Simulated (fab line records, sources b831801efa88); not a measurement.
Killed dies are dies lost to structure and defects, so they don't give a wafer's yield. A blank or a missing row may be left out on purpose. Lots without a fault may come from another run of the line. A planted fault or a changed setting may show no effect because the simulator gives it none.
A struck lot beside a sound one | flow sky130 | 16 steps out of a route of 708
Sound: wafers L575.3, L575.4, L575.6. Struck: wafers L580.2, L580.4, L580.6. The cause comes at the end.
At each step with rows: each side's tool, then ch and its chambers, then its first start. Under that, the readings that differ: sound wafers | struck wafers | difference of the means | sigmas: that difference in standard deviations of wafers without a fault.
alike: readings whose means differ by less than 2 such deviations, and words and numbers that are the same on both sides. not compared: withheld readings, readings that some wafer has no value for, bounds like >300 that may hide the same value, and numbers for which the record gives no deviation and whose values overlap.
The two part at a step that has a row with sigmas, a row that says differs or no value, or rows on one side only. Numbers that don't overlap but have no deviation are shown without sigmas and don't part them. A reading that every wafer of one side lacks parts them only if that side has two wafers or more.

SKY_NWELL_RS_MEAS_29: measures by four-point-probe.
  sound on film_metro-01, day 6 01:11; struck on film_metro-03, day 7 02:58
  alike: NWELL_RS
SKY_NWELL_RS_MEAS_31: measures by four-point-probe.
  sound on film_metro-01, day 6 01:26; struck on film_metro-03, day 7 03:12
  alike: PWDE_RS
then, 7 steps without rows for these wafers: SKY_VT_ADJUST_HVTP_DEHYDRATE_00 (time 60 s); SKY_VT_ADJUST_HVTP_HMDS_01 (prime time 60 s); SKY_VT_ADJUST_HVTP_COAT_02 (resist thk 1140 nm); SKY_VT_ADJUST_HVTP_SOFTBAKE_03 (time 60 s); SKY_VT_ADJUST_HVTP_EXPOSE_04 (exposes mask HVTPM, target cd 380 nm); SKY_VT_ADJUST_HVTP_PEB_05; SKY_VT_ADJUST_HVTP_DEVELOP_06 (develop time 60 s).
SKY_VT_ADJUST_HVTP_CD_MEAS_07: target cd 380 nm.
  sound on cd_sem-02, day 6 20:35; struck on cd_sem-02, day 7 22:13
  alike: cd_nm
SKY_VT_ADJUST_HVTP_OVL_MEAS_08:
  sound on overlay-02, day 6 20:40; struck on overlay-01, day 7 22:19
  alike: VT_ADJUST_HVTP_OVL
SKY_VT_ADJUST_HVTP_IMPLANT_09:
  sound on implanter-03 ch 0, day 6 20:45; struck on implanter-03 ch 0, day 7 22:22
  reading            | sound                         | struck                        | difference | sigmas
  dose_ions_cm2      | 4.306e+12 4.306e+12 4.293e+12 | 3.892e+12 3.887e+12 3.892e+12 | -4.113e+11 | -91
  faraday_current_uA | 24.7 24.0 24.6                | 22.1 21.8 21.4                | -2.7       | -6
SKY_VT_ADJUST_HVTP_STRIP_10: strips in O2/N2.
  sound on plasma_asher-01 ch 0,1, day 6 20:53; struck on plasma_asher-01 ch 0,1, day 7 22:30
  alike: drypump_motor_current_A, oes_product_au, strip_time_to_endpoint_s
  not compared: rf_hours_counter_h
SKY_VT_ADJUST_HVTP_TW_MEAS_11:
  sound on film_metro-01, day 6 20:58; struck on film_metro-03, day 7 22:37
  reading           | sound          | struck         | difference | sigmas
  VT_ADJUST_HVTP_TW | 1350 1352 1361 | 1300 1298 1289 | -59        | -8
then, 1 step without rows for these wafers: SKY_VT_ADJUST_LVTN_DEHYDRATE_00 (time 60 s).
-- the record jumps here: 40 days lie between the struck wafers' starts before and after (it left off in module VT_ADJUST_LVTN and takes up again in module PAD_OPEN, whose first step shown is number 708 of the route) --
SKY_PAD_OPEN_PROBE_99:
  sound on prober-02, day 46 13:46; struck on prober-01, day 48 00:49
  reading                                  | sound                   | struck                  | difference | sigmas
  model.etest.tip_p.rs_ohm_sq              | 7032 7085 7028          | 6580 6555 6541          | -490       |
  model.etest.pfet_01v8.drive_ua_um        | 176.6 184.6 179.2       | 206.8 204.3 211.6       | +27.4      |
  model.etest.pfet_01v8_mvt.drive_ua_um    | 140.4 147.3 141.7       | 164.1 164.8 167.7       | +22.4      |
  model.etest.pfet_01v8_mvt.off_log10_a_um | -11.84 -11.52 -11.57    | -9.264 -9.161 -9.149    | +2.452     |
  model.etest.pfet_01v8.off_log10_a_um     | -11.01 -10.33 -10.81    | -8.728 -8.582 -8.418    | +2.141     |
  model.etest.pfet_01v8_hvt.off_log10_a_um | -13.52 -13.53 -13.42    | -12.53 -12.52 -12.26    | +1.05      |
  model.etest.pfet_01v8_mvt.vt_sat_v (V)   | -0.6452 -0.6234 -0.6261 | -0.4422 -0.4335 -0.4195 | +0.1998    |
  model.etest.pfet_01v8.vt_sat_v (V)       | -0.6762 -0.6334 -0.6531 | -0.4568 -0.4544 -0.4132 | +0.2128    |
  alike: killed_at_M0_to_M3, killed_at_M4_up, killed_at_contacts, killed_at_front_end, killed_at_other, killed_dies, killed_open, killed_short

WHERE THEY PART
First at SKY_VT_ADJUST_HVTP_IMPLANT_09; last, within this record, at SKY_VT_ADJUST_HVTP_TW_MEAS_11. Later steps at which nothing parts them and some readings are alike: SKY_PAD_OPEN_PROBE_99.

WHY: what the simulator had put in
Process parameter drift: implanter-03, from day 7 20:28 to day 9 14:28, at SKY_VT_ADJUST_HVTP_IMPLANT_09. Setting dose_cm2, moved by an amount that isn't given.
